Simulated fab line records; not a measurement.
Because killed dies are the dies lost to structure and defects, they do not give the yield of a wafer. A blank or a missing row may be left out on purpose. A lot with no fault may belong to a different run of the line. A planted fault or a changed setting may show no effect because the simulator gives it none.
Which of the tools did it?    flow gf180mcu    12 lots, 36 wafers sampled, at 1 step of a route of 602

## WHAT THE GAUGES SHOWED, per wafer
GF_SAB_CD_MEAS_09: the cd target is 420 nm.
lot   measured      on        cdNm (nm)
L075  day 15 08:43  cdSem-02  418.6 417.0 418.7
L077  day 15 23:40  cdSem-02  423.9 422.9 423.6
L079  day 16 21:38  cdSem-01  419.9 422.8 422.3
L081  day 17 11:18  cdSem-01  417.7 419.9 419.4
L083  day 18 09:40  cdSem-02  424.6 424.7 424.1
L085  day 19 00:11  cdSem-01  419.4 420.6 420.7
L087  day 20 04:13  cdSem-01  421.0 419.7 418.9
L089  day 20 19:13  cdSem-02  418.1 418.3 416.9
L091  day 21 10:13  cdSem-01  419.7 418.9 418.4
L093  day 22 10:50  cdSem-02  421.7 421.8 421.1
L096  day 22 19:59  cdSem-01  419.8 417.7 419.4
L097  day 23 09:12  cdSem-01  414.6 415.0 415.5

## EACH LOT AND THE TOOL THAT RAN IT (in order: tool; ch and the chambers of the sampled wafers; start)
Record: no process step prior to these readings.

## THE ANSWER, worked out from the rows above alone
Rule: the lots themselves supply what counts as usual. Put in order of their means at a reading, lots are off if they are a third of the lots or fewer, leave a main group of 4 or more, and stand apart from it by a gap of 3 or more times the standard deviation of the main group's means; of several such gaps the widest counts. Not used: any main group whose means are identical at the precision the tables above print for the reading. Also off: a lot with no number at a reading for which 4 or more lots have one. Where the step has rows for the other lots, those lots are counted as sound.
Nothing can be told from this: no lot is off at any reading shown.

## WHAT THE SIMULATOR PUT IN
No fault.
